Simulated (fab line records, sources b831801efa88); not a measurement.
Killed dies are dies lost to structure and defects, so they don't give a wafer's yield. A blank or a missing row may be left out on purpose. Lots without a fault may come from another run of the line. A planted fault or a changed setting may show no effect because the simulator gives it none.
fab line records | flow gf180mcu
record lots=24 wafers=72 last_day=34
route steps=602 shown NWELL@137 V2@383 V4@502 M5@537
lots that met no fault: from a run of the same line without faults
start_h: hours from the record's first day to the start of the lot's first wafer shown | wait_h: hours since the lot's step before | " the same as in the row above | L1.1+2: a row that stands for several wafers | - no value, or no start given | * or withheld: withheld | < > ~ a bound
route shown NAME@n: a module of which the file shows steps, and the number in the route of the first | usual: mean/standard deviation of fault-free wafers | same: alike in all rows | chamber/n: place in a boat | sites: the reading at each site | _std_site: their standard deviation | _edge_site: outer sites' mean less inner sites' | radius_mm: how far each site lies from the wafer's centre | mask NAME#n: copy n | behind: the tool/chamber that last shaped the wafer | hold: why the lot was held/for how many hours/how that ended | device: the transistor (n, p or np) that didn't switch | end of line: the same wafers' tests at the end of the route | a step without rows: its recipe alone | killed: dies lost to structure and defects at the first sort, not the wafer's yield | map: a wafer's dies, x killed, . not, _ none there
set.NAME: the setting as run; set.NAME@STEP: as run at that earlier step | model.NAME: the simulator's own value behind a step, which no gauge read
steps of the route over a sample of lots; a table a step, a row a wafer
services: from which hour (start_h, from the record's first day; less than 0 if before it) a tool's chamber was out of use, for how many hours, and why
## steps
# step GF_VT_IMPLANT_RS_MEAS_47
# recipe thk_meas_gauge=four-point-probe
# usual NWELL_RS=487.7/1.2
# columns lot.wafer tool chamber start_h wait_h NWELL_RS[ohm/sq]
L074.2 film_metro-04 - 162.06 0.1 487.8
L074.3 " - " " 486.7
L074.4 " - " " 487.2
L075.2 film_metro-02 - 174.32 0.1 487.0
L075.5 " - " " 487.7
L075.6 " - " " 487.3
L076.1 film_metro-04 - 175.73 0.1 486.0
L076.3 " - " " 487.7
L076.6 " - " " 488.7
L077.2 film_metro-02 - 183.62 0.1 488.4
L077.3 " - " " 488.4
L077.6 " - " " 486.9
L078.1 film_metro-04 - 188.04 0.1 489.2
L078.2 " - " " 487.6
L078.3 " - " " 489.2
L079.3 film_metro-04 - 193.92 0.1 485.8
L079.4 " - " " 487.8
L079.5 " - " " 485.5
L080.1 film_metro-03 - 205.23 0.1 489.6
L080.2 " - " " 489.2
L080.6 " - " " 488.6
L081.1 film_metro-03 - 210.78 0.1 487.7
L081.3 " - " " 486.5
L081.6 " - " " 487.8
L082.1 film_metro-04 - 213.75 0.1 489.5
L082.2 " - " " 487.7
L082.3 " - " " 489.8
L083.1 film_metro-03 - 221.23 0.1 487.7
L083.3 " - " " 487.1
L083.5 " - " " 487.7
L084.1 film_metro-04 - 223.00 0.1 486.8
L084.2 " - " " 487.4
L084.3 " - " " 487.8
L085.4 film_metro-04 - 233.31 0.1 488.2
L085.5 " - " " 486.8
L085.6 " - " " 487.1
L086.1 film_metro-02 - 237.33 0.1 489.1
L086.4 " - " " 489.3
L086.5 " - " " 490.9
L087.4 film_metro-03 - 244.64 0.1 487.2
L087.5 " - " " 486.6
L087.6 " - " " 488.3
L088.1 film_metro-03 - 251.39 0.1 489.8
L088.2 " - " " 489.4
L088.5 " - " " 489.0
L089.1 film_metro-02 - 257.23 0.1 487.1
L089.5 " - " " 487.3
L089.6 " - " " 487.0
L090.2 film_metro-02 - 266.05 0.1 488.1
L090.3 " - " " 488.0
L090.4 " - " " 488.6
L091.2 film_metro-03 - 272.52 0.1 486.2
L091.3 " - " " 487.5
L091.6 " - " " 486.6
L092.1 film_metro-04 - 279.78 0.1 487.7
L092.3 " - " " 488.7
L092.4 " - " " 489.3
L093.1 film_metro-03 - 284.13 0.1 487.6
L093.3 " - " " 487.4
L093.6 " - " " 487.7
L094.1 film_metro-04 - 290.93 0.1 487.3
L094.3 " - " " 487.2
L094.6 " - " " 486.1
L095.3 film_metro-04 - 298.79 0.1 484.6
L095.4 " - " " 486.2
L095.6 " - " " 485.0
L096.2 film_metro-02 - 304.56 0.1 489.1
L096.4 " - " " 489.3
L096.6 " - " " 490.0
L097.3 film_metro-04 - 310.24 0.1 488.6
L097.5 " - " " 486.9
L097.6 " - " " 487.6
# step GF_V2_THK_MEAS_01
# recipe reads=SiO2_of_V2_CVD_00
# usual V2_CVD_00_THK=601/7.2
# columns lot.wafer tool chamber start_h wait_h V2_CVD_00_THK[nm]
L074.2 film_metro-02 - 444.53 0.0 603
L074.3 " - " " 603
L074.4 " - " " 591
L075.2 film_metro-02 - 461.49 0.0 591
L075.5 " - " " 592
L075.6 " - " " 603
L076.1 film_metro-03 - 463.79 0.0 592
L076.3 " - " " 600
L076.6 " - " " 596
L077.2 film_metro-03 - 469.47 0.0 594
L077.3 " - " " 599
L077.6 " - " " 601
L078.1 film_metro-02 - 480.16 0.1 596
L078.2 " - " " 596
L078.3 " - " " 601
L079.3 film_metro-04 - 488.20 0.1 598
L079.4 " - " " 590
L079.5 " - " " 597
L080.1 film_metro-03 - 504.60 0.1 596
L080.2 " - " " 594
L080.6 " - " " 598
L081.1 film_metro-03 - 516.45 0.1 604
L081.3 " - " " 601
L081.6 " - " " 597
L082.1 film_metro-04 - 518.51 0.1 601
L082.2 " - " " 605
L082.3 " - " " 598
L084.1 film_metro-03 - 526.95 0.0 600
L084.2 " - " " 597
L084.3 " - " " 604
L083.1 film_metro-03 - 527.38 0.0 590
L083.3 " - " " 593
L083.5 " - " " 592
L085.4 film_metro-02 - 540.71 0.0 600
L085.5 " - " " 607
L085.6 " - " " 600
L086.1 film_metro-04 - 545.66 0.0 602
L086.4 " - " " 601
L086.5 " - " " 613
L087.4 film_metro-04 - 557.06 0.0 591
L087.5 " - " " 598
L087.6 " - " " 606
L088.1 film_metro-03 - 562.18 0.0 603
L088.2 " - " " 594
L088.5 " - " " 593
L089.1 film_metro-03 - 567.42 0.0 604
L089.5 " - " " 608
L089.6 " - " " 594
L090.2 film_metro-03 - 577.92 0.0 595
L090.3 " - " " 590
L090.4 " - " " 600
L091.2 film_metro-02 - 586.65 0.0 600
L091.3 " - " " 614
L091.6 " - " " 597
L092.1 film_metro-04 - 595.12 0.0 616
L092.3 " - " " 602
L092.4 " - " " 598
L093.1 film_metro-03 - 602.49 0.0 603
L093.3 " - " " 620
L093.6 " - " " 609
L094.1 film_metro-02 - 604.49 0.0 596
L094.3 " - " " 602
L094.6 " - " " 613
L095.3 film_metro-03 - 612.10 0.1 615
L095.4 " - " " 619
L095.6 " - " " 604
L096.2 film_metro-04 - 617.36 0.1 603
L096.4 " - " " 606
L096.6 " - " " 598
L097.3 film_metro-03 - 623.59 0.1 601
L097.5 " - " " 605
L097.6 " - " " 595
# step GF_V2_CMP_04
# recipe material=SiO2 down_force_psi=4 platen_rpm=60 pad_velocity_m_s=0.94248
# usual motor_current_A=12.7/1.3 time_to_endpoint_s=81/6.8
# columns lot.wafer tool chamber start_h wait_h motor_current_A time_to_endpoint_s
L074.3 cmp-02 3 444.71 0.0 11.7 83
L074.2 " 0 " " 13.5 75
L074.4 " 1 " " 11.2 90
L075.2 cmp-02 0 461.67 0.0 14.5 84
L075.5 " 0 " " 13.7 84
L075.6 " 1 " " 10.5 93
L076.3 cmp-02 2 464.03 0.1 12.1 82
L076.1 " 0 " " 14.1 83
L076.6 " 2 " " 12.3 88
L077.3 cmp-01 0 469.70 0.1 15.0 88
L077.2 " 2 " " 13.0 72
L077.6 " 3 " " 12.4 76
L078.1 cmp-01 2 480.35 0.1 14.0 75
L078.3 " 3 " " 12.4 70
L078.2 " 1 " " 12.3 75
L079.4 cmp-01 1 488.47 0.1 13.2 76
L079.3 " 2 " " 13.9 71
L079.5 " 3 " " 11.9 76
L080.2 cmp-01 0 504.89 0.1 15.0 76
L080.1 " 1 " " 12.8 77
L080.6 " 3 " " 12.2 69
L081.3 cmp-02 1 516.69 0.1 10.9 92
L081.1 " 3 " " 11.3 77
L081.6 " 0 " " 13.9 83
L082.2 cmp-02 1 518.70 0.0 11.4 88
L082.1 " 3 " " 11.3 82
L082.3 " 0 " " 13.9 84
L084.3 cmp-01 2 527.19 0.1 13.5 81
L084.1 " 3 " " 12.4 72
L084.2 " 0 " " 14.9 86
L083.3 cmp-02 1 527.67 0.1 11.2 73
L083.1 " 2 " " 12.8 73
L083.5 " 0 " " 13.7 74
L085.4 cmp-02 0 540.97 0.1 13.9 84
L085.5 " 2 " " 12.6 89
L085.6 " 3 " " 11.8 85
L086.4 cmp-02 3 545.85 0.0 10.9 90
L086.1 " 1 " " 10.5 89
L086.5 " 0 " " 14.3 84
L087.4 cmp-02 0 557.27 0.1 14.9 79
L087.5 " 3 " " 11.6 82
L087.6 " 0 " " 14.5 82
L088.1 cmp-01 3 562.42 0.1 12.7 76
L088.2 " 0 " " 14.9 86
L088.5 " 2 " " 13.7 87
L089.1 cmp-02 2 567.92 0.4 12.0 82
L089.6 " 3 " " 11.4 77
L089.5 " 0 " " 14.3 83
L090.2 cmp-01 2 578.20 0.1 13.6 75
L090.3 " 3 " " 12.5 73
L090.4 " 1 " " 12.9 84
L091.3 cmp-02 1 586.83 0.0 10.9 79
L091.2 " 3 " " 11.7 75
L091.6 " 2 " " 12.4 78
L092.3 cmp-01 3 595.31 0.0 12.6 73
L092.1 " 0 " " 14.1 89
L092.4 " 2 " " 14.0 87
L093.1 cmp-02 0 602.68 0.1 13.8 78
L093.3 " 2 " " 12.0 80
L093.6 " 0 " " 14.4 79
L094.1 cmp-02 3 604.68 0.1 11.6 76
L094.3 " 2 " " 12.8 75
L094.6 " 3 " " 12.0 79
L095.3 cmp-02 0 612.31 0.1 14.2 74
L095.4 " 2 " " 12.3 76
L095.6 " 3 " " 11.8 81
L096.4 cmp-01 1 617.59 0.1 12.4 87
L096.2 " 3 " " 12.7 76
L096.6 " 1 " " 12.6 93
L097.3 cmp-01 2 623.76 0.0 13.3 78
L097.5 " 2 " " 14.4 82
L097.6 " 3 " " 12.0 78
# step GF_V2_CMP_26
# recipe stop_on=SiO2 down_force_psi=3.5 platen_rpm=60 t_overpolish_s=15 target_thk_nm=0 pad_velocity_m_s=0.94248
# usual motor_current_A=11.8/1.2 overpolish_run_s=15.000/0.0095 time_to_endpoint_s=85/4.9
# columns lot.wafer tool chamber start_h wait_h motor_current_A overpolish_run_s time_to_endpoint_s
L074.2 cmp-01 1 470.80 0.1 12.3 15.004 84
L074.4 " 2 " " 12.8 14.987 82
L074.3 " 3 " " 11.5 15.007 79
L075.2 cmp-02 2 487.06 0.0 11.0 15.001 84
L075.6 " 2 " " 11.2 15.018 85
L075.5 " 3 " " 10.8 15.007 83
L076.1 cmp-01 3 490.20 0.1 11.6 15.001 79
L076.3 " 0 " " 14.5 15.006 94
L076.6 " 2 " " 12.3 14.989 85
L077.2 cmp-02 0 495.40 0.1 12.5 15.000 84
L077.3 " 1 " " 10.0 14.994 95
L077.6 " 0 " " 12.9 14.982 87
L078.2 cmp-01 2 506.24 0.1 12.4 14.997 81
L078.3 " 3 " " 11.8 15.010 78
L078.1 " 0 " " 13.8 15.008 88
L079.3 cmp-01 0 513.22 0.1 13.5 14.987 87
L079.4 " 2 " " 12.6 15.001 79
L079.5 " 0 " " 13.6 15.005 91
L080.2 cmp-02 3 529.92 0.1 11.0 15.002 84
L080.1 " 0 " " 13.4 14.999 83
L080.6 " 2 " " 11.1 15.000 86
L081.3 cmp-01 3 540.99 0.1 11.3 15.011 74
L081.1 " 0 " " 14.7 14.982 86
L081.6 " 2 " " 12.6 15.021 82
L082.1 cmp-01 2 543.61 0.1 13.0 14.991 83
L082.2 " 0 " " 13.6 14.999 89
L082.3 " 1 " " 12.3 14.995 85
L084.2 cmp-01 0 551.91 0.0 13.7 15.000 90
L084.1 " 2 " " 12.9 15.009 85
L084.3 " 3 " " 11.2 14.999 82
L083.3 cmp-02 2 552.55 0.1 11.2 15.002 84
L083.1 " 3 " " 10.2 15.006 84
L083.5 " 0 " " 12.8 14.995 86
L085.4 cmp-01 2 564.48 0.1 12.5 14.998 82
L085.6 " 1 " " 11.5 15.003 86
L085.5 " 2 " " 13.0 15.020 83
L086.4 cmp-02 2 569.30 0.0 10.9 14.996 85
L086.1 " 1 " " 10.0 14.998 92
L086.5 " 3 " " 10.5 15.000 83
L087.4 cmp-01 0 579.94 0.1 13.6 15.016 88
L087.5 " 3 " " 10.9 15.014 79
L087.6 " 0 " " 14.1 15.003 91
L088.2 cmp-02 0 585.71 0.0 12.5 14.996 82
L088.1 " 2 " " 11.7 15.000 85
L088.5 " 1 " " 9.5 15.003 95
L089.1 cmp-01 2 591.24 0.1 12.2 14.986 82
L089.6 " 2 " " 12.5 15.003 84
L089.5 " 3 " " 10.9 14.988 79
L090.3 cmp-01 3 601.26 0.1 11.0 15.004 81
L090.2 " 0 " " 13.5 15.008 93
L090.4 " 1 " " 11.8 15.010 89
L091.3 cmp-02 0 609.04 0.0 13.3 14.998 85
L091.2 " 3 " " 10.1 15.012 84
L091.6 " 1 " " 9.5 15.008 92
L092.4 cmp-02 2 617.59 0.0 11.2 15.010 82
L092.3 " 3 " " 10.3 15.000 82
L092.1 " 1 " " 9.7 14.985 91
L093.1 cmp-01 0 624.91 0.1 12.9 14.990 98
L093.3 " 1 " " 11.5 15.008 91
L093.6 " 3 " " 11.3 14.981 88
L094.1 cmp-01 2 626.74 0.1 11.5 14.997 88
L094.3 " 3 " " 10.6 14.996 80
L094.6 " 2 " " 12.4 14.991 90
L095.4 cmp-02 2 634.10 0.2 11.4 15.010 82
L095.3 " 3 " " 9.7 14.997 87
L095.6 " 3 " " 9.8 14.982 84
L096.4 cmp-01 2 639.17 0.0 12.5 15.001 84
L096.2 " 3 " " 11.4 15.000 79
L096.6 " 3 " " 11.4 15.019 79
L097.3 cmp-01 0 645.35 0.1 13.6 14.996 88
L097.5 " 3 " " 11.0 15.000 79
L097.6 " 0 " " 13.4 15.000 92
# step GF_V4_CMP_26
# recipe stop_on=SiO2 down_force_psi=3.5 platen_rpm=60 t_overpolish_s=15 target_thk_nm=0 pad_velocity_m_s=0.94248
# usual motor_current_A=11.4/1.2 overpolish_run_s=14.999/0.009 time_to_endpoint_s=86/5.5
# columns lot.wafer tool chamber start_h wait_h motor_current_A overpolish_run_s time_to_endpoint_s
L074.3 cmp-01 3 571.57 0.1 11.8 15.008 79
L074.4 " 0 " " 13.5 15.015 91
L074.2 " 1 " " 12.0 15.012 85
L075.2 cmp-02 0 583.88 0.2 12.3 15.006 93
L075.6 " 1 " " 10.2 15.004 101
L075.5 " 2 " " 11.3 14.994 89
L076.3 cmp-01 2 586.52 0.0 12.1 15.010 83
L076.1 " 3 " " 10.9 15.011 80
L076.6 " 2 " " 12.6 15.007 80
L077.2 cmp-02 0 591.73 0.0 13.6 15.005 85
L077.3 " 3 " " 10.1 15.016 81
L077.6 " 0 " " 12.8 14.986 83
L078.3 cmp-02 0 601.57 0.0 12.7 14.990 87
L078.1 " 1 " " 9.8 15.001 95
L078.2 " 3 " " 10.3 14.990 81
L079.3 cmp-02 2 607.76 0.0 11.4 15.012 82
L079.4 " 1 " " 10.1 14.989 91
L079.5 " 3 " " 10.6 15.004 81
L080.1 cmp-02 2 622.69 0.1 11.1 14.997 81
L080.2 " 0 " " 12.3 14.997 82
L080.6 " 2 " " 10.3 14.984 80
L081.1 cmp-02 1 631.95 0.1 9.7 15.006 92
L081.3 " 2 " " 11.1 14.999 85
L081.6 " 1 " " 9.6 15.004 95
L082.2 cmp-02 1 633.85 0.3 10.0 15.020 93
L082.3 " 2 " " 11.5 14.999 84
L082.1 " 3 " " 10.1 14.994 85
L084.3 cmp-02 1 641.72 0.1 10.3 14.991 91
L084.2 " 2 " " 10.9 15.001 81
L084.1 " 3 " " 10.2 14.987 83
L083.1 cmp-01 2 642.49 0.1 12.7 14.998 84
L083.3 " 3 " " 10.9 14.980 79
L083.5 " 2 " " 13.0 14.998 85
L085.4 cmp-02 2 653.17 0.1 11.1 14.989 79
L085.6 " 1 " " 10.1 15.004 88
L085.5 " 2 " " 11.3 15.002 81
L086.1 cmp-01 2 657.67 0.1 12.4 14.998 89
L086.4 " 3 " " 11.2 14.992 82
L086.5 " 2 " " 12.6 15.007 88
L087.4 cmp-02 0 667.55 0.1 12.9 15.032 79
L087.5 " 2 " " 11.0 15.004 78
L087.6 " 3 " " 10.6 15.007 80
L088.2 cmp-02 0 672.43 0.0 13.3 15.006 78
L088.1 " 1 " " 10.0 15.001 87
L088.5 " 0 " " 12.7 14.995 77
L089.1 cmp-02 0 677.05 0.1 12.7 14.994 87
L089.6 " 3 " " 11.0 15.002 84
L089.5 " 0 " " 12.6 14.994 85
L090.4 cmp-01 0 687.49 0.0 14.1 14.993 92
L090.2 " 1 " " 11.7 14.994 87
L090.3 " 2 " " 12.3 14.997 83
L091.2 cmp-01 0 693.87 0.1 13.4 14.988 99
L091.3 " 2 " " 12.9 14.984 91
L091.6 " 3 " " 10.6 14.997 85
L092.3 cmp-02 1 702.40 0.0 10.1 14.987 98
L092.4 " 3 " " 10.5 15.002 83
L092.1 " 0 " " 13.0 14.992 84
L093.3 cmp-02 2 707.85 0.1 11.7 14.987 86
L093.1 " 3 " " 10.4 15.007 84
L093.6 " 0 " " 13.5 15.005 86
L094.3 cmp-02 3 710.60 0.0 10.6 15.004 88
L094.1 " 1 " " 10.1 14.984 98
L094.6 " 3 " " 10.7 15.002 84
L095.3 cmp-02 0 715.72 0.0 13.1 15.000 83
L095.4 " 1 " " 10.1 15.002 94
L095.6 " 1 " " 10.3 15.020 91
L096.2 cmp-02 3 721.37 0.1 10.4 15.001 80
L096.4 " 1 " " 9.9 14.984 92
L096.6 " 3 " " 10.7 14.993 83
L097.3 cmp-02 0 727.37 0.1 12.9 14.986 83
L097.5 " 3 " " 10.5 14.997 84
L097.6 " 0 " " 13.4 14.979 83
# step GF_M5_STRIP_11
# recipe chemistry=O2/N2 power_w=1400 pressure_mtorr=1500 platen_temp_c=250 o2_flow_sccm=3000 n2_flow_sccm=300 overash_fraction=0.5
# usual drypump_motor_current_A=5.5/0.52 heater_power_w=309/14 oes_product_au=0.542/0.0051 strip_time_to_endpoint_s=7.50/0.039
# columns lot.wafer tool chamber start_h wait_h drypump_motor_current_A heater_power_w oes_product_au rf_hours_counter_h strip_time_to_endpoint_s
L074.2 plasma_asher-01 1 615.45 0.1 5.1 306 0.543 51 7.49
L074.3 " 0 " " 5.8 308 0.552 - 7.51
L074.4 " 1 " " 5.0 297 0.539 - 7.50
L075.2 plasma_asher-02 0 625.38 0.1 4.8 321 0.543 85 7.60
L075.5 " 1 " " 5.8 298 0.548 - 7.52
L075.6 " 0 " " 4.8 322 0.544 - 7.58
L076.1 plasma_asher-01 0 628.80 0.1 5.8 307 0.533 52 7.45
L076.3 " 1 " " 5.0 296 0.542 - 7.46
L076.6 " 0 " " 5.8 308 0.541 - 7.49
L077.2 plasma_asher-02 0 633.48 0.1 4.8 324 0.549 86 7.52
L077.3 " 1 " " 5.8 303 0.541 - 7.45
L077.6 " 0 " " 4.9 318 0.550 - 7.47
L078.1 plasma_asher-01 1 643.08 0.1 5.1 302 0.537 54 7.51
L078.2 " 0 " " 5.8 314 0.546 54 7.56
L078.3 " 0 " " 5.8 316 0.546 - 7.49
L079.3 plasma_asher-04 1 650.45 0.1 5.4 286 0.543 - 7.53
L079.4 " 0 " " 6.5 339 0.543 - 7.53
L079.5 " 0 " " 6.5 337 0.545 - 7.50
L080.1 plasma_asher-02 1 662.98 0.1 5.8 303 0.543 89 7.55
L080.2 " 0 " " 4.8 312 0.549 89 7.47
L080.6 " 1 " " 5.8 301 0.541 - 7.48
L081.1 plasma_asher-01 0 671.87 0.1 5.8 312 0.538 57 7.48
L081.3 " 1 " " 5.1 308 0.536 - 7.45
L081.6 " 1 " " 5.1 306 0.541 - 7.41
L082.1 plasma_asher-04 1 673.40 0.1 5.4 290 0.546 29 7.46
L082.2 " 0 " " 6.5 341 0.542 29 7.50
L082.3 " 0 " " 6.5 349 0.534 - 7.47
L084.1 plasma_asher-04 0 682.05 0.1 6.5 338 0.533 30 7.46
L084.2 " 1 " " 5.4 297 0.554 30 7.46
L084.3 " 0 " " 6.5 342 0.542 - 7.45
L083.1 plasma_asher-02 0 682.40 0.1 4.8 324 0.541 92 7.48
L083.3 " 0 " " 4.8 311 0.539 - 7.50
L083.5 " 1 " " 5.9 302 0.543 - 7.46
L085.4 plasma_asher-02 0 692.76 0.1 4.8 314 0.557 - 7.50
L085.5 " 0 " " 4.8 328 0.545 - 7.52
L085.6 " 1 " " 5.8 300 0.546 - 7.57
L086.1 plasma_asher-02 0 697.35 0.1 4.9 320 0.542 93 7.53
L086.4 " 0 " " 4.9 320 0.535 - 7.56
L086.5 " 0 " " 4.8 328 0.541 - 7.51
L087.4 plasma_asher-02 1 706.38 0.1 5.8 300 0.537 - 7.55
L087.5 " 0 " " 4.8 322 0.543 - 7.53
L087.6 " 1 " " 5.8 307 0.539 - 7.52
L088.1 plasma_asher-01 1 711.37 0.1 5.1 304 0.538 60 7.55
L088.2 " 0 " " 5.8 309 0.538 60 7.55
L088.5 " 0 " " 5.8 304 0.545 - 7.58
L089.1 plasma_asher-02 0 715.72 0.1 4.8 328 0.542 95 7.51
L089.5 " 1 " " 5.8 305 0.553 - 7.59
L089.6 " 0 " " 4.9 319 0.543 - 7.48
L090.2 plasma_asher-02 1 725.02 0.1 5.8 318 0.544 96 7.46
L090.3 " 1 " " 5.9 299 0.532 - 7.46
L090.4 " 0 " " 4.8 311 0.549 - 7.49
L091.2 plasma_asher-04 1 730.93 0.1 5.4 285 0.543 35 7.51
L091.3 " 0 " " 6.5 337 0.537 - 7.45
L091.6 " 0 " " 6.5 342 0.538 - 7.49
L092.1 plasma_asher-01 1 739.00 0.1 5.1 307 0.548 63 7.47
L092.3 " 0 " " 5.8 311 0.550 - 7.46
L092.4 " 1 " " 5.0 298 0.542 - 7.45
L093.1 plasma_asher-01 1 743.99 0.2 5.1 290 0.545 64 7.53
L093.3 " 1 " " 5.1 295 0.547 - 7.55
L093.6 " 1 " " 5.1 303 0.541 - 7.55
L094.1 plasma_asher-01 1 747.10 0.1 5.1 301 0.550 64 7.55
L094.3 " 1 " " 5.1 296 0.530 - 7.53
L094.6 " 1 " " 5.1 290 0.544 - 7.48
L095.3 plasma_asher-01 0 752.11 0.1 5.8 301 0.543 - 7.53
L095.4 " 1 " " 5.1 304 0.534 - 7.47
L095.6 " 1 " " 5.1 300 0.538 - 7.46
L096.2 plasma_asher-02 1 756.32 0.1 5.8 307 0.548 100 7.58
L096.4 " 1 " " 5.8 294 0.538 - 7.54
L096.6 " 0 " " 4.8 320 0.537 - 7.59
L097.3 plasma_asher-02 1 762.10 0.1 5.8 303 0.538 - 7.47
L097.5 " 1 " " 5.8 304 0.544 - 7.46
L097.6 " 0 " " 4.8 321 0.541 - 7.51
## services
# columns tool chamber start_h hours kind
plasma_asher-04 - 421.25 9.0 pm
plasma_asher-04 0 421.25 9.0 vent_cycle
plasma_asher-04 1 421.25 9.0 vent_cycle
cmp-01 - 449.58 3.9 repair
plasma_asher-01 - 451.30 1.8 repair
plasma_asher-01 - 464.65 28.1 pm
cmp-01 - 483.10 3.8 pm
cmp-02 - 487.46 5.2 pm
plasma_asher-04 - 551.82 4.8 repair
cmp-02 - 571.23 7.0 repair
cmp-02 - 578.19 4.0 pm
cmp-02 - 582.19 - consumable_replace:conditioner
cmp-02 - 582.19 - consumable_replace:pad
plasma_asher-04 - 621.35 4.1 repair
cmp-01 - 632.57 5.3 pm
cmp-02 - 645.54 5.5 pm
plasma_asher-01 - 669.40 1.9 repair
cmp-02 - 677.36 2.9 repair
cmp-01 - 682.65 1.1 repair
plasma_asher-02 - 683.26 0.7 repair
plasma_asher-01 - 736.57 0.7 repair
cmp-01 - 744.25 4.0 pm
cmp-01 - 748.25 - consumable_replace:conditioner
cmp-01 - 748.25 - consumable_replace:pad
## key
fault none
